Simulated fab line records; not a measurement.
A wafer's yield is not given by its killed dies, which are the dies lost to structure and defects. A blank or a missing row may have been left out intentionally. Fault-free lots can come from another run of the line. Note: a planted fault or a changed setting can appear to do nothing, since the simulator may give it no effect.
Split-lot study :: flow gf180mcu :: 23 wafers read from 5 lots, route of 602 steps

## THE SPLIT ITSELF
At GF_HV_LDD_DEVELOP_06 (develop time 60 s), the setting developTimeS was moved away from the recipe's 60 s on 9 of the 23 wafers read, by -10.5% to +14.9%. All remaining wafers had this setting at the recipe value.

The file shows no step between the split and the reading.

## THE READING
At GF_HV_LDD_CD_MEAS_07: cdNm in nanometres, against a target cd of 400 nm. A value of 400.0 nm with a standard deviation of 2.3 nm is what fault-free wafers of this fab line usually give.

wafer: L074.1
tool, chamber at the split: lithoTrack-03, 0
developTimeS as run, s: 60
against the recipe: recipe
cdNm, nm: 396.9
against lot-mates on the recipe: -

wafer: L074.2
tool, chamber at the split: lithoTrack-03, 0
developTimeS as run, s: 60
against the recipe: recipe
cdNm, nm: 396.6
against lot-mates on the recipe: -

wafer: L074.6
tool, chamber at the split: lithoTrack-03, 0
developTimeS as run, s: 60
against the recipe: recipe
cdNm, nm: 397.3
against lot-mates on the recipe: -

wafer: L078.1
tool, chamber at the split: lithoTrack-03, 0
developTimeS as run, s: 60
against the recipe: recipe
cdNm, nm: 399.6
against lot-mates on the recipe: -

wafer: L078.2
tool, chamber at the split: lithoTrack-03, 0
developTimeS as run, s: 60
against the recipe: recipe
cdNm, nm: 398.5
against lot-mates on the recipe: -

wafer: L078.4
tool, chamber at the split: lithoTrack-03, 0
developTimeS as run, s: 62.75
against the recipe: +4.6%
cdNm, nm: 404.8
against lot-mates on the recipe: +5.6

wafer: L078.5
tool, chamber at the split: lithoTrack-03, 0
developTimeS as run, s: 60
against the recipe: recipe
cdNm, nm: 399.5
against lot-mates on the recipe: -

wafer: L078.6
tool, chamber at the split: lithoTrack-03, 0
developTimeS as run, s: 62.75
against the recipe: +4.6%
cdNm, nm: 403.7
against lot-mates on the recipe: +4.5

wafer: L080.2
tool, chamber at the split: lithoTrack-04, 0
developTimeS as run, s: 53.7
against the recipe: -10.5%
cdNm, nm: 390.3
against lot-mates on the recipe: -11.8

wafer: L080.3
tool, chamber at the split: lithoTrack-04, 0
developTimeS as run, s: 60
against the recipe: recipe
cdNm, nm: 403.2
against lot-mates on the recipe: -

wafer: L080.4
tool, chamber at the split: lithoTrack-04, 0
developTimeS as run, s: 60
against the recipe: recipe
cdNm, nm: 400.6
against lot-mates on the recipe: -

wafer: L080.5
tool, chamber at the split: lithoTrack-04, 0
developTimeS as run, s: 53.7
against the recipe: -10.5%
cdNm, nm: 391.5
against lot-mates on the recipe: -10.6

wafer: L080.6
tool, chamber at the split: lithoTrack-04, 0
developTimeS as run, s: 60
against the recipe: recipe
cdNm, nm: 402.4
against lot-mates on the recipe: -

wafer: L081.1
tool, chamber at the split: lithoTrack-03, 0
developTimeS as run, s: 60
against the recipe: recipe
cdNm, nm: 399.7
against lot-mates on the recipe: -

wafer: L081.3
tool, chamber at the split: lithoTrack-03, 0
developTimeS as run, s: 60
against the recipe: recipe
cdNm, nm: 402.1
against lot-mates on the recipe: -

wafer: L081.4
tool, chamber at the split: lithoTrack-03, 0
developTimeS as run, s: 68.94
against the recipe: +14.9%
cdNm, nm: 417.1
against lot-mates on the recipe: +15.5

wafer: L081.5
tool, chamber at the split: lithoTrack-03, 0
developTimeS as run, s: 68.94
against the recipe: +14.9%
cdNm, nm: 414.5
against lot-mates on the recipe: +12.9

wafer: L081.6
tool, chamber at the split: lithoTrack-03, 0
developTimeS as run, s: 60
against the recipe: recipe
cdNm, nm: 402.9
against lot-mates on the recipe: -

wafer: L085.1
tool, chamber at the split: lithoTrack-03, 0
developTimeS as run, s: 55.81
against the recipe: -7.0%
cdNm, nm: 392.9
against lot-mates on the recipe: -6.0

wafer: L085.2
tool, chamber at the split: lithoTrack-03, 0
developTimeS as run, s: 55.81
against the recipe: -7.0%
cdNm, nm: 392.1
against lot-mates on the recipe: -6.8

wafer: L085.3
tool, chamber at the split: lithoTrack-03, 0
developTimeS as run, s: 60
against the recipe: recipe
cdNm, nm: 398.7
against lot-mates on the recipe: -

wafer: L085.4
tool, chamber at the split: lithoTrack-03, 0
developTimeS as run, s: 60
against the recipe: recipe
cdNm, nm: 399.1
against lot-mates on the recipe: -

wafer: L085.6
tool, chamber at the split: lithoTrack-03, 0
developTimeS as run, s: 55.81
against the recipe: -7.0%
cdNm, nm: 394.1
against lot-mates on the recipe: -4.8

FIT RESULTS
A straight line over all 23 wafers: cdNm changes by +0.993 nm for each +1% of developTimeS; r = +0.96; the points scatter about the line by 1.9 nm.
The same after taking each lot's own level away (the mean of its wafers on the recipe; 23 wafers): +0.971 nm for each +1%; r = +0.99; scatter 1 nm.
That fit puts the effect of the largest move of developTimeS on the reading at 14 nm.
The lots' own levels span 396.93 to 402.07 nm, that is 2.2 times the standard deviation above.
So the lot-to-lot level changes the slope little: the two slopes agree.
Check: +14.1 nm against its lot-mates is what the line predicts for one of the wafers moved furthest among these (+14.9%) when that wafer is left out of the fit. Against them it came out at +15.5 nm.

## THESE WAFERS: OTHER SPLITS
Note: prior to the reading, these wafers also went through further splits. Each is held against what the fit with the lots' levels taken away leaves over:
other split on the same wafers: GF_POLY_GATE_PEB_08 pebTimeS
wafers away from the commonest value: 11
r with cdNm (lot level and that fit taken away): +0.11

## THE FILE'S OWN FIT
cdNm changes by +0.979 nm for each +1% of developTimeS, r = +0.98.
